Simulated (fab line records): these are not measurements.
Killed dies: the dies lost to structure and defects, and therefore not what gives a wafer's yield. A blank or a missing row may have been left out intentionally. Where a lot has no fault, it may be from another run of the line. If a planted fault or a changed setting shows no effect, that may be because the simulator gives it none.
fab line records	flow sky130
record lots=7	wafers=18	lastDay=49
route steps=708 shown CONTACT@421 METAL1@434 PAD_OPEN@708
lots that met no fault: from a run of the same line without faults
startH: hours from the record's opening day to when the first of the lot's shown wafers began	waitH: how many hours have passed since the lot's step before this one	" identical to the entry in the row above	L1.1+2: a row that stands for several wafers	- either no value or no given start	* or withheld: withheld	< > ~ a bound
route shown NAME@n: names a module that has steps shown in the file, with the first one's number in the route	usual: average and standard deviation across the fault-free wafers	same: alike in all rows	chamber/n: place in a boat	sites: per-site readings	_std_site: the values' standard deviation	_edge_site: mean of outer sites minus mean of inner sites	radiusMm: for every site, how far away it sits from the centre of the wafer	mask NAME#n: copy n	behind: tool/chamber where the wafer was last shaped	hold: why the lot was held/for how many hours/how that ended	device: whichever transistor did not switch (one of n, p or np)	end of line: tests of these same wafers at the route's end	where a step has no rows: the recipe by itself	killed: dies lost to structure and defects at the first sort, not the wafer's yield	map: per-die view of a wafer (x killed, . not killed, _ where there is no die)
set.NAME: setting as actually run; set.NAME@STEP: the setting as run at that earlier step	model.NAME: the simulator's own value behind a step, which no gauge read
lots at some steps of the route; a table a step, a row a wafer
services: from which hour (startH, from the record's first day; less than 0 if before it) a tool's chamber was out of use, for how many hours, and why
## steps
# step SKY_CONTACT_OVL_MEAS_15
# usual CONTACT_OVL=-2/5.9
lot.wafer	tool	chamber	startH	waitH	CONTACT_OVL[nm]
L552.1	overlay-02	-	752.96	0.1	-9
L552.2	"	-	"	"	-2
L552.5	"	-	"	"	-11
L553.1	overlay-02	-	756.21	0.1	0
L553.2	"	-	"	"	-4
L553.5	"	-	"	"	0
L558.1	overlay-01	-	798.71	0.1	-10
L558.3	"	-	"	"	-3
L558.6	"	-	"	"	0
L568.3	overlay-02	-	857.57	0.1	-7
L568.4	"	-	"	"	2
L567.3	overlay-01	-	862.74	0.1	4
L567.4	"	-	"	"	-11
L569.1	overlay-02	-	869.48	0.1	-7
L569.4	"	-	"	"	6
L572.1	overlay-02	-	887.98	0.1	-5
L572.3	"	-	"	"	-3
L572.5	"	-	"	"	-3
# step SKY_CONTACT_ETCH_16
# recipe chemistry=N2/H2	target=BARC	ionEnergyEv=200	sourceW=500	biasW=100	pressureMtorr=30	n2FlowSccm=100	h2FlowSccm=200	stopOn=SiO2	timeS=45.9	targetDepthA=600
# step SKY_CONTACT_ETCH_17
# recipe target=SiO2	chemistry=C4F8/O2/Ar	stopOn=Si3N4	maskMaterial=KrF-thick	sourceW=1500	biasW=1200	pressureMtorr=40	c4f8FlowSccm=withheld	O2_flow_sccm=6	Ar_flow_sccm=300	timeS=withheld	targetDepthA=3400
# usual oesProductAu=0.891/0.005
lot.wafer	tool	chamber	startH	waitH	oesProductAu
L552.1	rieDiel-02	0	753.04	0.0	0.893
L552.2	"	1	"	"	0.903
L552.5	"	3	"	"	0.897
L553.1	rieDiel-02	3	756.29	0.0	0.893
L553.2	"	1	"	"	0.889
L553.5	"	0	"	"	0.893
L558.1	rieDiel-03	1	798.79	0.0	0.892
L558.3	"	3	"	"	0.886
L558.6	"	0	"	"	0.894
L568.3	rieDiel-01	2	857.63	0.0	0.891
L568.4	"	1	"	"	0.896
L567.3	rieDiel-01	0	862.81	0.0	0.894
L567.4	"	3	"	"	0.894
L569.1	rieDiel-03	1	869.56	0.0	0.886
L569.4	"	1	"	"	0.900
L572.1	rieDiel-02	2	888.06	0.0	0.891
L572.3	"	3	"	"	0.895
L572.5	"	2	"	"	0.885
# step SKY_CONTACT_ETCH_18
# recipe target=Si3N4	chemistry=CHF3/O2	stopOn=TiN	sourceW=600	biasW=200	pressureMtorr=40	chf3FlowSccm=50	O2_flow_sccm=5	timeS=39	targetDepthA=750
# usual drypumpMotorCurrentA=5.8/0.35	oesProductAu=0.854/0.0065	throttleValvePct=8.793/0.01
lot.wafer	tool	chamber	startH	waitH	drypumpMotorCurrentA	oesProductAu	rfHoursCounterH	throttleValvePct
L552.1	rieDiel-02	0	-	-	6.0	0.858	5	8.783
L552.2	"	1	"	"	5.9	0.847	45	8.781
L552.5	"	3	"	"	6.1	0.864	-	8.786
L553.1	rieDiel-02	3	-	-	6.1	0.837	18	8.794
L553.2	"	1	"	"	5.9	0.847	45	8.801
L553.5	"	0	"	"	5.9	0.844	-	8.797
L558.1	rieDiel-03	1	-	-	5.2	0.850	11	8.793
L558.3	"	3	"	"	5.7	0.853	15	8.797
L558.6	"	0	"	"	6.3	0.850	-	8.804
L568.3	rieDiel-01	2	-	-	5.7	0.854	2	8.787
L568.4	"	1	"	"	5.4	0.861	8	8.788
L567.3	rieDiel-01	0	-	-	6.0	0.848	7	8.787
L567.4	"	3	"	"	5.9	0.848	9	8.786
L569.1	rieDiel-03	1	-	-	5.2	0.850	13	8.800
L569.4	"	1	"	"	5.2	0.857	-	8.789
L572.1	rieDiel-02	2	-	-	5.4	0.845	22	8.779
L572.3	"	3	"	"	6.1	0.850	24	8.799
L572.5	"	2	"	"	5.4	0.860	-	8.790
# step SKY_CONTACT_STRIP_19
# recipe chemistry=O2/N2	powerW=1400	pressureMtorr=1500	platenTempC=withheld	o2FlowSccm=3000	n2FlowSccm=300	overashFraction=0.5
# step SKY_CONTACT_STRIP_20
# recipe chemistry=postEtchResidueRemover	timeS=1200	tempC=72.5
# step SKY_CONTACT_CLEAN_21
# recipe chemistry=IPA	timeS=180	tempC=25
# step SKY_CONTACT_CLEAN_22
# recipe chemistry=O3/DIW	dry=n2Spin
# step SKY_CONTACT_SPUTTER_23
# recipe material=TiN	targetThkNm=20	chamberPressurePa=5	powerW=4000	timeS=80
# usual throttleValvePct=29.9/1.4
lot.wafer	tool	chamber	startH	waitH	throttleValvePct
L552.1	pvdSputter-04	-	753.81	0.0	27.1
L552.2	"	-	"	"	30.6
L552.5	"	-	"	"	26.8
L553.1	pvdSputter-03	-	757.04	0.0	30.9
L553.2	"	-	"	"	29.2
L553.5	"	-	"	"	31.0
L558.1	pvdSputter-04	-	799.47	0.0	27.0
L558.3	"	-	"	"	31.9
L558.6	"	-	"	"	30.7
L568.3	pvdSputter-02	-	858.32	0.0	31.6
L568.4	"	-	"	"	29.9
L567.3	pvdSputter-02	-	863.53	0.0	30.2
L567.4	"	-	"	"	30.3
L569.1	pvdSputter-02	-	870.28	0.0	31.4
L569.4	"	-	"	"	30.3
L572.1	pvdSputter-02	-	888.78	0.0	30.2
L572.3	"	-	"	"	31.4
L572.5	"	-	"	"	31.2
# step SKY_CONTACT_CVD_24
# recipe material=W	targetThkNm=340	timeS=102.12	tempC=400	pressureTorr=40
# usual chamberPressureTorr=40.00/0.1	heaterPowerW=938/110	susceptorTempC=399.99/0.23
lot.wafer	tool	chamber	startH	waitH	chamberPressureTorr	heaterPowerW	susceptorTempC
L552.1	cvdW-01	0	753.87	0.0	39.92	811	399.82
L552.2	"	1	"	"	39.85	1020	400.30
L552.5	"	0	"	"	39.98	791	399.78
L553.1	cvdW-01	1	757.10	0.0	39.85	1050	400.43
L553.2	"	1	"	"	39.87	1031	400.34
L553.5	"	1	"	"	39.93	1015	400.43
L558.1	cvdW-01	0	799.53	0.0	40.13	811	399.76
L558.3	"	0	"	"	39.98	809	400.20
L558.6	"	1	"	"	40.04	1042	400.27
L568.3	cvdW-01	0	858.42	0.1	39.96	798	400.13
L568.4	"	1	"	"	40.22	1051	399.79
L567.3	cvdW-01	0	863.62	0.1	39.93	794	400.27
L567.4	"	1	"	"	40.08	1042	399.75
L569.1	cvdW-02	1	870.34	0.0	39.97	1024	400.27
L569.4	"	1	"	"	40.09	1050	400.04
L572.1	cvdW-02	0	888.84	0.0	39.99	847	399.74
L572.3	"	0	"	"	39.99	828	400.43
L572.5	"	0	"	"	40.07	831	400.05
# step SKY_CONTACT_RS_MEAS_25
# recipe thkMeasGauge=four-point-probe	reads=W_of_CONTACT_CVD_24+TiN_of_CONTACT_SPUTTER_23
# usual CONTACT_W_RS=0.331/0.0069
lot.wafer	tool	chamber	startH	waitH	CONTACT_W_RS[ohm/sq]
L552.1	filmMetro-01	-	753.98	0.1	0.332
L552.2	"	-	"	"	0.323
L552.5	"	-	"	"	0.334
L553.1	filmMetro-01	-	757.32	0.2	0.328
L553.2	"	-	"	"	0.325
L553.5	"	-	"	"	0.327
L558.1	filmMetro-02	-	799.64	0.1	0.336
L558.3	"	-	"	"	0.339
L558.6	"	-	"	"	0.324
L568.3	filmMetro-01	-	858.53	0.1	0.330
L568.4	"	-	"	"	0.322
L567.3	filmMetro-04	-	863.74	0.1	0.327
L567.4	"	-	"	"	0.323
L569.1	filmMetro-02	-	870.45	0.1	0.339
L569.4	"	-	"	"	0.337
L572.1	filmMetro-04	-	888.98	0.1	0.337
L572.3	"	-	"	"	0.337
L572.5	"	-	"	"	0.337
# step SKY_CONTACT_THK_MEAS_26
# recipe thkMeasGauge=xrf	reads=W_of_CONTACT_CVD_24
# usual CONTACT_W_THK=350/7.9
lot.wafer	tool	chamber	startH	waitH	CONTACT_W_THK[nm]
L552.1	filmMetro-01	-	754.10	0.1	351
L552.2	"	-	"	"	363
L552.5	"	-	"	"	350
L553.1	filmMetro-01	-	757.44	0.1	353
L553.2	"	-	"	"	360
L553.5	"	-	"	"	356
L558.1	filmMetro-02	-	799.76	0.1	343
L558.3	"	-	"	"	342
L558.6	"	-	"	"	357
L568.3	filmMetro-01	-	858.63	0.1	350
L568.4	"	-	"	"	358
L567.3	filmMetro-04	-	863.84	0.1	353
L567.4	"	-	"	"	360
L569.1	filmMetro-02	-	870.57	0.1	337
L569.4	"	-	"	"	338
L572.1	filmMetro-04	-	889.10	0.1	344
L572.3	"	-	"	"	344
L572.5	"	-	"	"	343
# step SKY_CONTACT_CMP_27
# recipe stopOn=SiO2	tOverpolishS=15	downForcePsi=3.5	platenRpm=60	targetThkNm=0	padVelocityMS=0.94248
# usual motorCurrentA=11.6/2	overpolishRunS=15.000/0.0085	timeToEndpointS=82/5.1
lot.wafer	tool	chamber	startH	waitH	motorCurrentA	overpolishRunS	timeToEndpointS
L552.2	cmp-02	2	754.26	0.1	9.8	15.002	85
L552.1	"	3	"	"	12.9	15.010	78
L552.5	"	1	"	"	12.5	15.001	77
L553.1	cmp-01	3	757.55	0.1	10.9	14.999	88
L553.2	"	0	"	"	9.3	14.999	84
L553.5	"	2	"	"	15.4	15.003	81
L558.1	cmp-01	1	799.82	0.1	9.9	15.005	78
L558.3	"	3	"	"	11.2	14.985	83
L558.6	"	2	"	"	15.2	15.000	81
L568.3	cmp-01	2	858.67	0.0	15.1	0.041	129
L568.4	"	3	"	"	10.3	14.999	93
L567.3	cmp-01	2	863.98	0.1	15.4	0.033	130
L567.4	"	3	"	"	11.0	15.010	94
L569.1	cmp-01	0	870.68	0.1	9.8	0.032	126
L569.4	"	1	"	"	9.8	14.999	81
L572.1	cmp-02	1	889.28	0.2	13.2	15.001	76
L572.3	"	2	"	"	10.5	15.013	84
L572.5	"	1	"	"	12.3	15.005	76
# step SKY_METAL1_SPUTTER_00
# recipe material=Ti	targetThkNm=15	powerW=3000	timeS=10	chamberPressurePa=0.4
# usual throttleValvePct=29.8/1.3
lot.wafer	tool	chamber	startH	waitH	throttleValvePct
L552.1	pvdSputter-03	-	754.46	0.1	29.2
L552.2	"	-	"	"	29.1
L552.5	"	-	"	"	29.5
L553.1	pvdSputter-04	-	757.80	0.2	27.0
L553.2	"	-	"	"	32.4
L553.5	"	-	"	"	30.9
L558.1	pvdSputter-03	-	800.12	0.2	31.2
L558.3	"	-	"	"	29.1
L558.6	"	-	"	"	29.9
L568.4	pvdSputter-03	-	858.97	0.2	29.1
L567.4	pvdSputter-04	-	864.18	0.1	30.3
L569.4	pvdSputter-04	-	870.93	0.1	32.0
L572.1	pvdSputter-03	-	889.58	0.2	29.6
L572.3	"	-	"	"	29.4
L572.5	"	-	"	"	29.5
# step SKY_PAD_OPEN_PROBE_99
# usual killed_at_M0_to_M3=43/7.3	killed_at_M4_up=3.1/1.7	killedAtContacts=25/5.3	killedAtFrontEnd=15/4.3	killedAtOther=0.2/0.54	killedDies=87/10	killedOnRim=17/3.9	killedOpen=48/7.6	killedShort=38/6.1
# same grossDies=492	killedAtBackSide=0
lot.wafer	tool	chamber	startH	waitH	killed_at_M0_to_M3	killed_at_M4_up	killedAtContacts	killedAtFrontEnd	killedAtOther	killedDies	killedOnRim	killedOpen	killedShort
L552.1	prober-02	-	1088.83	0.1	42	6	28	15	0	91	16	43	48
L552.2	prober-02	-	1088.88	0.1	45	2	23	13	0	83	18	47	36
L552.5	prober-02	-	1089.03	0.2	51	2	17	18	0	88	14	53	35
L553.1	prober-01	-	1089.87	0.1	45	3	24	10	0	82	20	47	35
L553.2	prober-01	-	1089.92	0.1	51	0	24	7	0	82	18	41	39
L553.5	prober-01	-	1090.07	0.2	45	7	30	16	0	98	18	55	43
L558.1	prober-02	-	1122.53	0.1	47	3	26	6	0	82	16	49	33
L558.3	prober-02	-	1122.63	0.2	47	2	19	22	0	90	20	47	40
L558.6	prober-02	-	1122.78	0.2	50	2	28	19	0	99	14	51	48
L568.3	prober-01	-	1169.41	0.2	45	3	430	13	1	492	96	52	37
L568.4	prober-01	-	1169.46	0.2	44	0	20	13	0	77	13	47	30
L567.3	prober-02	-	1171.77	0.2	41	3	431	17	0	492	96	48	29
L567.4	prober-02	-	1171.82	0.2	52	3	21	18	0	94	15	46	48
L569.1	prober-01	-	1176.13	0.1	41	3	436	12	0	492	96	46	26
L569.4	prober-01	-	1176.28	0.2	36	5	22	19	1	83	19	45	37
L572.1	prober-02	-	1187.13	0.1	42	3	20	22	1	88	12	56	32
L572.3	prober-02	-	1187.23	0.2	44	7	20	24	0	95	18	45	49
L572.5	prober-02	-	1187.33	0.2	38	6	22	14	0	80	11	51	29
# killed by level:class
L552.1 CONTACT:geometricParticle:open=11 METAL1:geometricParticle:short=8 VIA1:geometricParticle:open=7 FIELD_ISO:geometricParticle:short=6 LI_CONTACT:geometricParticle:open=6 METAL2:geometricParticle:short=6 LOCAL_INTERCONNECT:geometricParticle:short=5 CONTACT:geometricParticle:short=5
L552.2 CONTACT:geometricParticle:open=9 VIA1:geometricParticle:open=9 VIA3:geometricParticle:open=7 FIELD_ISO:geometricParticle:short=6 VIA2:geometricParticle:open=6 METAL2:geometricParticle:short=6 METAL1:geometricParticle:short=5 POLY_GATE:geometricParticle:open=4
L552.5 VIA1:geometricParticle:open=11 CONTACT:geometricParticle:open=10 VIA2:geometricParticle:open=9 VIA3:geometricParticle:open=8 METAL1:geometricParticle:short=7 METAL2:geometricParticle:short=5 POLY_GATE:geometricParticle:open=4 POLY_GATE:geometricParticle:short=4
L553.1 VIA1:geometricParticle:open=14 CONTACT:geometricParticle:open=11 METAL2:geometricParticle:short=6 VIA3:geometricParticle:short=5 VIA3:geometricParticle:open=5 METAL1:geometricParticle:short=4 VIA1:geometricParticle:short=4 VIA2:geometricParticle:open=4
L553.2 CONTACT:geometricParticle:open=10 VIA1:geometricParticle:open=9 VIA3:geometricParticle:open=8 METAL1:geometricParticle:short=7 VIA1:geometricParticle:short=6 LI_CONTACT:geometricParticle:open=5 METAL3:geometricParticle:short=5 VIA2:geometricParticle:open=5
L553.5 VIA1:geometricParticle:open=10 LI_CONTACT:geometricParticle:open=9 CONTACT:geometricParticle:open=8 VIA2:geometricParticle:open=8 FIELD_ISO:geometricParticle:open=6 METAL1:geometricParticle:short=6 CONTACT:geometricParticle:short=5 VIA2:geometricParticle:short=5
L558.1 CONTACT:geometricParticle:open=11 VIA3:geometricParticle:open=11 VIA1:geometricParticle:open=9 VIA2:geometricParticle:open=7 CONTACT:geometricParticle:short=5 METAL1:geometricParticle:short=5 LI_CONTACT:geometricParticle:open=4 LOCAL_INTERCONNECT:geometricParticle:short=4
L558.3 VIA1:geometricParticle:open=10 METAL1:geometricParticle:short=8 CONTACT:geometricParticle:open=7 FIELD_ISO:geometricParticle:short=6 FIELD_ISO:geometricParticle:open=6 VIA2:geometricParticle:open=6 LI_CONTACT:geometricParticle:short=5 VIA3:geometricParticle:open=4
L558.6 VIA1:geometricParticle:open=14 LI_CONTACT:geometricParticle:open=8 CONTACT:geometricParticle:open=8 VIA3:geometricParticle:open=7 VIA1:geometricParticle:short=6 FIELD_ISO:geometricParticle:short=5 METAL1:geometricParticle:short=5 CONTACT:geometricParticle:short=5
L568.3 CONTACT:areaCmp=403 VIA1:geometricParticle:open=12 LI_CONTACT:geometricParticle:open=11 VIA3:geometricParticle:open=11 METAL2:geometricParticle:short=5 FIELD_ISO:geometricParticle:open=4 LOCAL_INTERCONNECT:geometricParticle:short=4 CONTACT:geometricParticle:short=4
L568.4 CONTACT:geometricParticle:open=11 METAL2:geometricParticle:short=10 VIA1:geometricParticle:open=9 VIA2:geometricParticle:open=7 VIA3:geometricParticle:open=6 LI_CONTACT:geometricParticle:open=4 VIA1:geometricParticle:short=3 FIELD_ISO:geometricParticle:open=3
L567.3 CONTACT:areaCmp=415 VIA2:geometricParticle:open=9 LI_CONTACT:geometricParticle:open=7 VIA1:geometricParticle:open=7 METAL1:geometricParticle:short=6 FIELD_ISO:geometricParticle:open=5 METAL2:geometricParticle:short=5 POLY_GATE:geometricParticle:open=5
L567.4 VIA1:geometricParticle:open=13 METAL1:geometricParticle:short=11 POLY_GATE:geometricParticle:short=8 CONTACT:geometricParticle:open=8 METAL2:geometricParticle:short=8 LI_CONTACT:geometricParticle:open=7 FIELD_ISO:geometricParticle:short=5 VIA1:geometricParticle:short=5
L569.1 CONTACT:areaCmp=420 VIA1:geometricParticle:open=9 VIA3:geometricParticle:open=8 VIA2:geometricParticle:open=7 LI_CONTACT:geometricParticle:open=6 CONTACT:geometricParticle:open=5 POLY_GATE:geometricParticle:open=4 METAL1:geometricParticle:short=4
L569.4 CONTACT:geometricParticle:open=11 VIA1:geometricParticle:open=9 FIELD_ISO:geometricParticle:short=6 POLY_GATE:geometricParticle:short=6 VIA3:geometricParticle:open=5 LI_CONTACT:geometricParticle:open=5 METAL2:geometricParticle:short=5 METAL1:geometricParticle:short=4
L572.1 VIA1:geometricParticle:open=12 FIELD_ISO:geometricParticle:open=10 CONTACT:geometricParticle:open=8 FIELD_ISO:geometricParticle:short=6 LI_CONTACT:geometricParticle:open=5 VIA1:geometricParticle:short=4 METAL1:geometricParticle:short=4 VIA2:geometricParticle:open=4
L572.3 VIA1:geometricParticle:open=16 FIELD_ISO:geometricParticle:short=9 CONTACT:geometricParticle:open=7 METAL1:geometricParticle:short=6 FIELD_ISO:geometricParticle:open=5 LI_CONTACT:geometricParticle:open=5 VIA1:geometricParticle:short=5 CONTACT:geometricParticle:short=4
L572.5 CONTACT:geometricParticle:open=10 FIELD_ISO:geometricParticle:open=8 VIA1:geometricParticle:open=8 VIA3:geometricParticle:open=7 LI_CONTACT:geometricParticle:open=6 METAL2:geometricParticle:short=6 METAL1:geometricParticle:short=6 VIA2:geometricParticle:open=5
# map L567.3 (x killed, . not)
__________xxxxxxxxxx_________
________xxxxxxxxxxxxxx_______
______xxxxxxxxxxxxxxxxxx_____
_____xxxxxxxxxxxxxxxxxxxx____
____xxxxxxxxxxxxxxxxxxxxxx___
___xxxxxxxxxxxxxxxxxxxxxxxx__
__xxxxxxxxxxxxxxxxxxxxxxxxxx_
_xxxxxxxxxxxxxxxxxxxxxxxxxxxx
_xxxxxxxxxxxxxxxxxxxxxxxxxxxx
_xxxxxxxxxxxxxxxxxxxxxxxxxxxx
_xxxxxxxxxxxxxxxxxxxxxxxxxxxx
_xxxxxxxxxxxxxxxxxxxxxxxxxxxx
_xxxxxxxxxxxxxxxxxxxxxxxxxxxx
_xxxxxxxxxxxxxxxxxxxxxxxxxxxx
_xxxxxxxxxxxxxxxxxxxxxxxxxxxx
__xxxxxxxxxxxxxxxxxxxxxxxxxx_
___xxxxxxxxxxxxxxxxxxxxxxxx__
____xxxxxxxxxxxxxxxxxxxxxx___
_____xxxxxxxxxxxxxxxxxxxx____
______xxxxxxxxxxxxxxxxxx_____
________xxxxxxxxxxxxxx_______
__________xxxxxxxxxx_________
# map L568.3 (x killed, . not)
__________xxxxxxxxxx_________
________xxxxxxxxxxxxxx_______
______xxxxxxxxxxxxxxxxxx_____
_____xxxxxxxxxxxxxxxxxxxx____
____xxxxxxxxxxxxxxxxxxxxxx___
___xxxxxxxxxxxxxxxxxxxxxxxx__
__xxxxxxxxxxxxxxxxxxxxxxxxxx_
_xxxxxxxxxxxxxxxxxxxxxxxxxxxx
_xxxxxxxxxxxxxxxxxxxxxxxxxxxx
_xxxxxxxxxxxxxxxxxxxxxxxxxxxx
_xxxxxxxxxxxxxxxxxxxxxxxxxxxx
_xxxxxxxxxxxxxxxxxxxxxxxxxxxx
_xxxxxxxxxxxxxxxxxxxxxxxxxxxx
_xxxxxxxxxxxxxxxxxxxxxxxxxxxx
_xxxxxxxxxxxxxxxxxxxxxxxxxxxx
__xxxxxxxxxxxxxxxxxxxxxxxxxx_
___xxxxxxxxxxxxxxxxxxxxxxxx__
____xxxxxxxxxxxxxxxxxxxxxx___
_____xxxxxxxxxxxxxxxxxxxx____
______xxxxxxxxxxxxxxxxxx_____
________xxxxxxxxxxxxxx_______
__________xxxxxxxxxx_________
## services
tool	chamber	startH	hours	kind
cmp-01	-	736.47	1.0	repair
cmp-02	-	744.00	4.0	pm
cmp-02	-	748.00	-	consumableReplace:conditioner
cmp-02	-	748.00	-	consumableReplace:pad
cvdW-01	0	755.52	10.2	repair
rieDiel-02	1	763.16	-	clean
rieDiel-02	1	763.16	30.0	scheduledDown
rieDiel-02	1	763.16	30.0	ventCycle
cvdW-01	-	779.08	6.9	pm
rieDiel-01	2	782.08	-	clean
rieDiel-01	2	782.08	15.9	scheduledDown
rieDiel-01	2	782.08	15.9	ventCycle
rieDiel-02	0	792.55	128.1	repair
rieDiel-01	-	827.18	2.8	pm
rieDiel-03	1	858.35	1.2	repair
cmp-01	-	860.38	0.3	repair
rieDiel-03	3	868.54	2.5	repair
pvdSputter-03	-	869.83	7.2	repair
rieDiel-02	2	875.45	4.0	repair
cvdW-02	-	880.81	1.6	repair
cmp-01	-	884.03	6.3	pm
cvdW-01	-	888.48	6.0	pm
## key
firstSign step=SKY_CONTACT_CMP_27	reading=overpolishRunS	direction=down	sigmas=99+	usual=15.000	struck=0.035
effect step=SKY_CONTACT_CMP_27	reading=timeToEndpointS	direction=up	sigmas=9	usual=*	struck=*
effect step=SKY_PAD_OPEN_PROBE_99	reading=killedAtContacts	direction=up	sigmas=76	usual=25	struck=432
moreKillsBornAt SKY_CONTACT_CMP_27@cmp-01=1238
metAt SKY_CONTACT_CMP_27
struckWafers L567.3,L568.3,L569.1
laterRowsLeftOut L567.3,L568.3,L569.1
testerLeftOut L567,L568,L569
onsetBetween 799.82 858.67
fault kind=processParameterDrift	tool=cmp-01	chamber=-	onsetH=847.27	steps=SKY_CONTACT_CMP_27	channel=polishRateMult	offset=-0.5	shape=step	endH=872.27	scope=struckWafersOnly
# testerLeftOut: of these lots the tester's yield and bins aren't shown, on N5 and GAA mostly nor the transistor test; their killed dies are dies lost to structure and defects alone, not to doping, threshold or leakage, so they don't give the yield
# laterRowsLeftOut: the simulator's readings of these wafers behind a module that went badly wrong aren't trusted and aren't shown, but for the sort
